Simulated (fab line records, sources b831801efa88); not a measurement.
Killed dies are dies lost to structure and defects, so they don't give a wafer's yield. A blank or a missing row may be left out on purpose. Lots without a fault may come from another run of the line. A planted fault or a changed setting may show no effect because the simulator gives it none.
fab line records | flow sky130
record lots=14 wafers=42 last_day=51
route steps=708 shown CONTACT@421 METAL1@450 VIA1@472
lots that met no fault: from a run of the same line without faults
start_h: hours from the record's first day to the start of the lot's first wafer shown | wait_h: hours since the lot's step before | " the same as in the row above | L1.1+2: a row that stands for several wafers | - no value, or no start given | * or withheld: withheld | < > ~ a bound
route shown NAME@n: a module of which the file shows steps, and the number in the route of the first | usual: mean/standard deviation of fault-free wafers | same: alike in all rows | chamber/n: place in a boat | sites: the reading at each site | _std_site: their standard deviation | _edge_site: outer sites' mean less inner sites' | radius_mm: how far each site lies from the wafer's centre | mask NAME#n: copy n | behind: the tool/chamber that last shaped the wafer | hold: why the lot was held/for how many hours/how that ended | device: the transistor (n, p or np) that didn't switch | end of line: the same wafers' tests at the end of the route | a step without rows: its recipe alone | killed: dies lost to structure and defects at the first sort, not the wafer's yield | map: a wafer's dies, x killed, . not, _ none there
set.NAME: the setting as run; set.NAME@STEP: as run at that earlier step | model.NAME: the simulator's own value behind a step, which no gauge read
steps of the route over a sample of lots; a table a step, a row a wafer
services: from which hour (start_h, from the record's first day; less than 0 if before it) a tool's chamber was out of use, for how many hours, and why
## steps
# step SKY_CONTACT_OVL_MEAS_15
# usual CONTACT_OVL=1/5.4
# columns lot.wafer tool chamber start_h wait_h CONTACT_OVL[nm]
L321.1 overlay-01 - 740.13 0.1 0
L321.2 " - " " 5
L321.3 " - " " -9
L322.3 overlay-01 - 751.94 0.1 9
L322.5 " - " " 2
L322.6 " - " " 0
L323.2 overlay-01 - 755.93 0.1 -8
L323.4 " - " " -2
L323.5 " - " " -8
L324.1 overlay-01 - 771.87 0.1 -3
L324.2 " - " " 0
L324.5 " - " " 0
L326.1 overlay-01 - 791.33 0.1 -13
L326.2 " - " " 0
L326.5 " - " " -5
L327.1 overlay-01 - 791.57 0.1 4
L327.2 " - " " 10
L327.3 " - " " 11
L325.1 overlay-02 - 792.61 0.1 -8
L325.4 " - " " 12
L325.6 " - " " 0
L328.1 overlay-01 - 794.93 0.1 3
L328.3 " - " " -1
L328.4 " - " " -5
L331.1 overlay-01 - 829.72 0.1 -4
L331.3 " - " " 2
L331.4 " - " " -2
L339.3 overlay-02 - 882.87 0.1 1
L339.5 " - " " -1
L339.6 " - " " 13
L338.1 overlay-01 - 886.53 0.1 5
L338.2 " - " " 3
L338.4 " - " " 0
L340.1 overlay-01 - 888.13 0.1 4
L340.5 " - " " -1
L340.6 " - " " 2
L341.1 overlay-02 - 898.08 0.1 -8
L341.2 " - " " -3
L341.6 " - " " -2
L344.1 overlay-02 - 925.17 0.1 -5
L344.5 " - " " -4
L344.6 " - " " -9
# step SKY_METAL1_OVL_MEAS_16
# usual METAL1_OVL=3/4.9
# columns lot.wafer tool chamber start_h wait_h METAL1_OVL[nm]
L321.1 overlay-01 - 770.02 0.1 -4
L321.2 " - " " -7
L321.3 " - " " -7
L322.3 overlay-01 - 781.18 0.1 0
L322.5 " - " " -2
L322.6 " - " " 5
L323.2 overlay-02 - 785.18 0.1 2
L323.4 " - " " 5
L323.5 " - " " 6
L324.1 overlay-01 - 800.43 0.1 4
L324.2 " - " " 0
L324.5 " - " " 4
L326.1 overlay-01 - 820.47 0.1 -3
L326.2 " - " " 0
L326.5 " - " " 9
L327.1 overlay-02 - 820.67 0.1 4
L327.2 " - " " 5
L327.3 " - " " 7
L325.1 overlay-01 - 821.17 0.1 -1
L325.4 " - " " 4
L325.6 " - " " 5
L328.1 overlay-01 - 823.68 0.1 0
L328.3 " - " " 4
L328.4 " - " " 7
L331.1 overlay-02 - 858.42 0.1 7
L331.3 " - " " 3
L331.4 " - " " 5
L339.3 overlay-01 - 909.99 0.1 -3
L339.5 " - " " 7
L339.6 " - " " 4
L338.1 overlay-01 - 913.57 0.1 -1
L338.2 " - " " 4
L338.4 " - " " 12
L340.1 overlay-02 - 915.92 0.1 5
L340.5 " - " " 0
L340.6 " - " " -3
L341.1 overlay-01 - 925.12 0.1 10
L341.2 " - " " 7
L341.6 " - " " 10
L344.1 overlay-01 - 951.82 0.1 0
L344.5 " - " " 0
L344.6 " - " " 1
# step SKY_METAL1_DESCUM_17
# recipe chemistry=O2 source_power_w=150 bias_power_w=0 pressure_mtorr=10 temp_c=40 time_s=8
# usual chamber_pressure_mTorr=10.000/0.0094 drypump_motor_current_A=5.7/0.51 oes_product_au=0.997/0.0087 temp_c=39.97/0.11
# columns lot.wafer tool chamber start_h wait_h chamber_pressure_mTorr drypump_motor_current_A oes_product_au rf_hours_counter_h temp_c
L321.1 rie_metal-02 1 770.06 0.0 10.012 5.8 0.984 14 40.10
L321.2 " 0 " " 10.005 5.0 0.995 13 39.92
L321.3 " 1 " " 9.996 5.8 0.982 - 39.88
L322.3 rie_metal-03 1 781.23 0.0 10.003 5.8 0.999 - 39.73
L322.5 " 1 " " 10.001 5.8 0.993 - 40.04
L322.6 " 1 " " 9.979 5.9 1.001 - 40.02
L323.2 rie_metal-03 1 785.22 0.0 9.997 5.8 1.009 - 39.92
L323.4 " 1 " " 9.994 5.9 1.000 - 39.89
L323.5 " 1 " " 10.008 5.8 1.007 - 39.96
L324.1 rie_metal-02 0 800.46 0.0 9.988 5.0 0.988 14 39.95
L324.2 " 1 " " 10.006 5.8 0.977 16 39.82
L324.5 " 1 " " 10.026 5.8 0.981 - 39.70
L326.1 rie_metal-04 1 820.51 0.0 9.991 6.3 0.991 0 39.95
L326.2 " 0 " " 10.008 6.0 0.991 13 39.98
L326.5 " 0 " " 9.992 6.0 0.992 - 40.21
L327.1 rie_metal-03 0 820.71 0.0 9.992 4.9 1.008 1 39.97
L327.2 " 1 " " 10.007 5.8 0.995 12 40.00
L327.3 " 1 " " 10.009 5.8 0.996 - 39.71
L325.1 rie_metal-02 1 821.21 0.0 10.004 5.8 1.003 16 40.13
L325.4 " 0 " " 10.017 5.0 1.000 - 40.17
L325.6 " 1 " " 9.992 5.8 0.989 - 40.10
L328.1 rie_metal-03 1 823.71 0.0 9.991 5.9 1.002 12 40.13
L328.3 " 1 " " 9.999 5.8 1.002 - 39.76
L328.4 " 0 " " 10.026 4.9 1.019 - 40.08
L331.1 rie_metal-04 0 858.46 0.0 10.001 6.1 0.989 14 40.07
L331.3 " 1 " " 10.020 6.3 0.980 - 40.01
L331.4 " 0 " " 9.996 6.1 0.999 - 40.00
L339.3 rie_metal-04 1 910.03 0.0 9.994 6.3 0.995 - 40.03
L339.5 " 1 " " 9.994 6.3 0.987 - 40.06
L339.6 " 1 " " 10.005 6.3 0.995 - 40.00
L338.1 rie_metal-02 0 913.61 0.0 10.002 5.0 1.006 0 39.94
L338.2 " 1 " " 9.996 5.8 0.991 2 40.07
L338.4 " 0 " " 10.009 5.0 0.998 - 39.87
L340.1 rie_metal-04 0 915.96 0.0 9.996 6.0 0.996 0 39.89
L340.5 " 1 " " 9.997 6.3 1.003 - 39.88
L340.6 " 0 " " 9.993 6.0 0.992 - 39.74
L341.1 rie_metal-03 1 925.16 0.0 10.008 5.8 1.003 16 39.88
L341.2 " 0 " " 10.013 4.9 1.010 5 39.91
L341.6 " 1 " " 9.996 5.9 1.006 - 39.82
L344.1 rie_metal-04 1 951.86 0.0 9.999 6.3 0.993 6 40.04
L344.5 " 0 " " 9.987 6.1 1.003 - 39.92
L344.6 " 1 " " 10.000 6.3 0.997 - 39.98
# step SKY_VIA1_ETCH_14
# recipe chemistry=N2/H2 target=BARC ion_energy_ev=200 source_w=500 bias_w=100 pressure_mtorr=30 n2_flow_sccm=100 h2_flow_sccm=200 stop_on=SiO2 time_s=45.9 target_depth_a=600
# usual bias_w=100.02/0.28 chamber_pressure_mTorr=29.999/0.025 drypump_motor_current_A=5.9/0.52 oes_product_au=0.854/0.0047 throttle_valve_pct=13.226/0.0087
# columns lot.wafer tool chamber start_h wait_h bias_w chamber_pressure_mTorr drypump_motor_current_A oes_product_au rf_hours_counter_h throttle_valve_pct
L321.1 rie_diel-04 1 799.55 0.0 99.77 30.018 6.3 0.849 5 13.210
L321.2 " 0 " " 99.48 29.989 4.8 0.852 6 13.224
L321.3 " 3 " " 100.62 30.001 5.9 0.855 14 13.222
L322.3 rie_diel-02 1 809.25 0.0 99.60 29.967 5.8 0.855 0 13.236
L322.5 " 2 " " 100.31 29.982 6.1 0.852 - 13.238
L322.6 " 1 " " 99.90 29.982 5.7 0.856 - 13.220
L323.2 rie_diel-04 1 813.70 0.0 99.62 29.998 6.2 0.853 6 13.233
L323.4 " 0 " " 99.91 29.980 4.8 0.852 - 13.210
L323.5 " 3 " " 99.60 29.999 6.0 0.852 - 13.220
L324.1 rie_diel-03 2 828.55 0.0 99.76 29.975 6.2 0.855 8 13.226
L324.2 " 3 " " 99.69 29.987 5.0 0.849 9 13.232
L324.5 " 3 " " 99.65 29.993 5.0 0.857 - 13.221
L326.1 rie_diel-03 0 848.76 0.0 99.97 29.993 6.1 0.855 13 13.229
L326.2 " 1 " " 100.10 30.052 5.8 0.859 9 13.228
L326.5 " 2 " " 100.25 30.033 6.3 0.864 - 13.227
L327.1 rie_diel-02 0 849.00 0.0 100.24 30.019 6.3 0.854 28 13.234
L327.2 " 3 " " 99.64 29.995 5.3 0.856 15 13.214
L327.3 " 2 " " 100.43 29.972 6.1 0.856 8 13.237
L325.1 rie_diel-04 2 849.35 0.0 100.14 30.027 6.4 0.849 1 13.241
L325.4 " 1 " " 99.83 29.978 6.3 0.854 7 13.233
L325.6 " 3 " " 99.92 29.982 6.0 0.853 - 13.231
L328.1 rie_diel-03 0 851.76 0.0 100.36 30.006 6.1 0.852 13 13.214
L328.3 " 1 " " 99.87 30.037 5.8 0.846 9 13.231
L328.4 " 1 " " 100.04 30.002 5.8 0.850 - 13.217
L331.1 rie_diel-03 2 886.06 0.0 100.15 29.994 6.3 0.851 10 13.222
L331.3 " 0 " " 100.23 29.990 6.0 0.855 13 13.225
L331.4 " 3 " " 100.34 30.053 5.0 0.857 11 13.215
L339.3 rie_diel-04 3 937.11 0.0 100.00 30.014 6.0 0.849 17 13.227
L339.5 " 2 " " 99.96 30.016 6.4 0.854 - 13.209
L339.6 " 1 " " 100.22 30.009 6.2 0.829 - 13.225
L338.1 rie_diel-03 2 940.56 0.0 99.95 29.969 6.2 0.860 11 13.215
L338.2 " 1 " " 99.87 29.974 5.8 0.853 12 13.229
L338.4 " 3 " " 100.10 30.008 5.0 0.849 12 13.226
L340.1 rie_diel-04 2 942.16 0.0 100.28 30.028 6.4 0.856 3 13.222
L340.5 " 3 " " 100.20 29.995 6.0 0.842 - 13.228
L340.6 " 0 " " 100.25 29.981 4.8 0.836 - 13.217
L341.1 rie_diel-02 0 951.51 0.0 100.07 30.025 6.3 0.858 2 13.228
L341.2 " 3 " " 99.88 29.968 5.3 0.854 19 13.222
L341.6 " 3 " " 99.75 30.007 5.3 0.860 - 13.225
L344.1 rie_diel-02 0 977.40 0.0 99.93 30.010 6.3 0.852 3 13.220
L344.5 " 3 " " 100.59 29.947 5.3 0.858 - 13.217
L344.6 " 0 " " 100.16 30.000 6.3 0.850 - 13.226
# step SKY_VIA1_ETCH_15
# recipe target=SiO2 chemistry=C4F8/O2/Ar target_depth_nm=351 stop_on=TiN mask_material=KrF-thick source_w=1500 bias_w=1200 pressure_mtorr=40 c4f8_flow_sccm=withheld O2_flow_sccm=6 Ar_flow_sccm=300 time_s=54
# usual bias_w=1199/3.4 chamber_pressure_mTorr=40.00/0.032 oes_product_au=0.982/0.0054
# columns lot.wafer tool chamber start_h wait_h bias_w chamber_pressure_mTorr oes_product_au rf_hours_counter_h
L321.1 rie_diel-04 1 799.59 0.0 1195 40.01 0.981 5
L321.2 " 0 " " 1200 39.96 0.984 6
L321.3 " 3 " " 1204 40.03 0.983 14
L322.3 rie_diel-02 1 809.29 0.0 1193 39.92 0.975 0
L322.5 " 2 " " 1200 39.98 0.994 -
L322.6 " 1 " " 1199 40.03 0.981 -
L323.2 rie_diel-04 1 813.74 0.0 1203 39.97 0.984 6
L323.4 " 0 " " 1200 40.00 0.984 -
L323.5 " 3 " " 1198 39.96 0.991 -
L324.1 rie_diel-03 2 828.59 0.0 1204 40.00 0.982 8
L324.2 " 3 " " 1193 39.97 0.984 9
L324.5 " 3 " " 1196 39.97 0.979 -
L326.1 rie_diel-03 0 848.81 0.0 1202 40.02 0.986 13
L326.2 " 1 " " 1200 39.98 0.970 9
L326.5 " 2 " " 1196 40.05 0.987 -
L327.1 rie_diel-02 0 849.04 0.0 1193 39.99 0.978 28
L327.2 " 3 " " 1204 40.01 0.990 15
L327.3 " 2 " " 1202 39.94 0.981 8
L325.1 rie_diel-04 2 849.39 0.0 1200 40.04 0.981 1
L325.4 " 1 " " 1201 39.96 0.981 7
L325.6 " 3 " " 1201 40.02 0.983 -
L328.1 rie_diel-03 0 851.81 0.0 1194 40.00 0.973 13
L328.3 " 1 " " 1203 39.98 0.974 9
L328.4 " 1 " " 1198 40.02 0.980 -
L331.1 rie_diel-03 2 886.10 0.0 1198 40.00 0.991 10
L331.3 " 0 " " 1201 39.97 0.970 13
L331.4 " 3 " " 1205 39.99 0.986 11
L339.3 rie_diel-04 3 937.15 0.0 1196 40.04 0.986 17
L339.5 " 2 " " 1203 39.99 0.985 -
L339.6 " 1 " " 1205 40.00 0.389 -
L338.1 rie_diel-03 2 940.60 0.0 1199 40.02 0.989 11
L338.2 " 1 " " 1199 40.02 0.971 12
L338.4 " 3 " " 1200 39.95 0.980 12
L340.1 rie_diel-04 2 942.20 0.0 1201 39.97 0.988 3
L340.5 " 3 " " 1202 39.99 0.987 -
L340.6 " 0 " " 1191 40.01 0.396 -
L341.1 rie_diel-02 0 951.55 0.0 1200 39.98 0.991 2
L341.2 " 3 " " 1204 40.07 0.980 19
L341.6 " 3 " " 1198 40.01 0.990 -
L344.1 rie_diel-02 0 977.44 0.0 1204 40.03 0.984 3
L344.5 " 3 " " 1201 40.01 0.985 -
L344.6 " 0 " " 1195 39.94 0.987 -
# step SKY_VIA1_STRIP_16
# recipe chemistry=O2/N2 power_w=1400 pressure_mtorr=1500 platen_temp_c=withheld o2_flow_sccm=3000 n2_flow_sccm=300 overash_fraction=0.5
# usual chamber_pressure_mTorr=1500.0/1.4 drypump_motor_current_A=5.9/0.47 oes_product_au=0.416/0.0049 strip_time_to_endpoint_s=4.445/0.025
# columns lot.wafer tool chamber start_h wait_h chamber_pressure_mTorr drypump_motor_current_A oes_product_au rf_hours_counter_h strip_time_to_endpoint_s
L321.1 plasma_asher-02 1 799.64 0.0 1500.5 5.2 0.415 64 4.419
L321.2 " 0 " " 1499.7 6.4 0.417 64 4.462
L321.3 " 0 " " 1500.7 6.3 0.418 - 4.409
L322.3 plasma_asher-02 1 809.37 0.1 1500.0 5.2 0.418 - 4.425
L322.5 " 1 " " 1500.2 5.2 0.413 - 4.381
L322.6 " 0 " " 1500.9 6.4 0.407 - 4.417
L323.2 plasma_asher-01 0 813.79 0.0 1499.4 6.2 0.418 96 4.469
L323.4 " 0 " " 1500.4 6.2 0.405 - 4.463
L323.5 " 1 " " 1497.4 5.9 0.420 - 4.462
L324.1 plasma_asher-04 1 828.64 0.0 1500.0 6.2 0.410 41 4.461
L324.2 " 0 " " 1497.9 6.1 0.418 41 4.475
L324.5 " 1 " " 1502.2 6.2 0.414 - 4.451
L326.1 plasma_asher-04 0 848.85 0.0 1501.2 6.1 0.424 43 4.469
L326.2 " 1 " " 1500.3 6.2 0.415 43 4.494
L326.5 " 1 " " 1498.1 6.3 0.410 - 4.440
L327.1 plasma_asher-01 1 849.09 0.0 1499.3 5.9 0.413 99 4.448
L327.2 " 0 " " 1501.0 6.1 0.416 99 4.420
L327.3 " 0 " " 1500.8 6.1 0.409 - 4.434
L325.1 plasma_asher-02 0 849.44 0.0 1498.0 6.3 0.405 70 4.407
L325.4 " 1 " " 1501.3 5.2 0.413 - 4.417
L325.6 " 1 " " 1500.3 5.2 0.418 - 4.419
L328.1 plasma_asher-01 0 851.85 0.0 1497.7 6.2 0.408 100 4.453
L328.3 " 0 " " 1499.0 6.2 0.414 - 4.446
L328.4 " 1 " " 1501.0 5.9 0.418 - 4.482
L331.1 plasma_asher-01 0 886.15 0.0 1499.0 6.2 0.422 104 4.446
L331.3 " 0 " " 1499.1 6.1 0.418 - 4.471
L331.4 " 1 " " 1498.2 5.9 0.419 - 4.447
L339.3 plasma_asher-02 0 937.23 0.1 1501.1 6.4 0.414 - 4.445
L339.5 " 1 " " 1500.7 5.2 0.415 - 4.461
L339.6 " 0 " " 1499.4 6.4 0.425 - 4.600
L338.1 plasma_asher-02 0 940.65 0.0 1500.1 6.4 0.422 79 4.461
L338.2 " 1 " " 1500.1 5.2 0.407 79 4.468
L338.4 " 0 " " 1499.3 6.3 0.423 - 4.452
L340.1 plasma_asher-04 0 942.25 0.0 1503.9 6.0 0.413 51 4.415
L340.5 " 1 " " 1502.6 6.2 0.414 - 4.395
L340.6 " 0 " " 1499.4 6.1 0.414 - 4.529
L341.1 plasma_asher-04 0 951.60 0.0 1502.2 6.1 0.416 52 4.453
L341.2 " 1 " " 1498.6 6.2 0.417 52 4.415
L341.6 " 0 " " 1500.0 6.1 0.423 - 4.420
L344.1 plasma_asher-02 0 977.49 0.0 1499.8 6.4 0.409 83 4.423
L344.5 " 0 " " 1501.8 6.4 0.423 - 4.428
L344.6 " 1 " " 1500.3 5.2 0.422 - 4.459
## services
# columns tool chamber start_h hours kind
rie_metal-04 - 753.79 2.8 pm
plasma_asher-04 - 773.84 3.5 repair
rie_diel-03 1 776.92 6.4 repair
rie_diel-03 0 796.21 4.7 repair
rie_diel-02 - 800.67 0.4 repair
rie_metal-03 - 813.42 2.8 pm
rie_diel-03 1 814.35 20.0 repair
rie_diel-03 0 815.58 2.5 repair
rie_metal-03 - 816.56 0.7 repair
rie_diel-04 3 824.25 4.0 repair
rie_metal-04 1 831.56 3.0 repair
rie_diel-03 2 834.76 3.8 repair
rie_diel-04 0 835.45 6.8 repair
rie_diel-03 3 843.83 11.1 repair
plasma_asher-04 - 846.72 2.0 repair
rie_diel-02 - 858.37 0.4 repair
rie_metal-04 0 863.55 12.9 repair
rie_metal-04 - 865.75 4.5 repair
plasma_asher-04 - 867.82 10.3 repair
rie_diel-03 - 887.69 2.8 pm
plasma_asher-04 - 914.48 2.8 pm
rie_diel-03 0 941.09 8.1 repair
rie_diel-02 0 964.16 5.6 repair
plasma_asher-01 - 967.37 3.0 repair
## key
first_sign step=SKY_VIA1_ETCH_14 reading=oes_product_au direction=down sigmas=4.5 usual=0.854 struck=0.832
effect step=SKY_VIA1_ETCH_15 reading=oes_product_au direction=down sigmas=99+ usual=0.982 struck=0.393
effect step=SKY_VIA1_STRIP_16 reading=strip_time_to_endpoint_s direction=up sigmas=4.8 usual=* struck=*
met_at SKY_VIA1_ETCH_14
struck_lots L339,L340
struck_wafers L339.6,L340.6
later_rows_left_out L339.6,L340.6
sort_left_out L339.6,L340.6
not_acting_at SKY_CONTACT_OVL_MEAS_15,SKY_METAL1_OVL_MEAS_16,SKY_METAL1_DESCUM_17
onset_between 849.35 937.11
fault kind=process_parameter_drift tool=rie_diel-04 chamber=- onset_h=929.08 steps=SKY_VIA1_ETCH_14 channel=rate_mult offset=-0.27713 shape=step end_h=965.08 scope=struck_wafers_only
# sort_left_out: the simulated sort isn't trusted on such a fault, so these wafers' sort isn't shown, and their yield isn't known
# later_rows_left_out: the simulator's readings of these wafers behind a module that went badly wrong aren't trusted and aren't shown, but for the sort
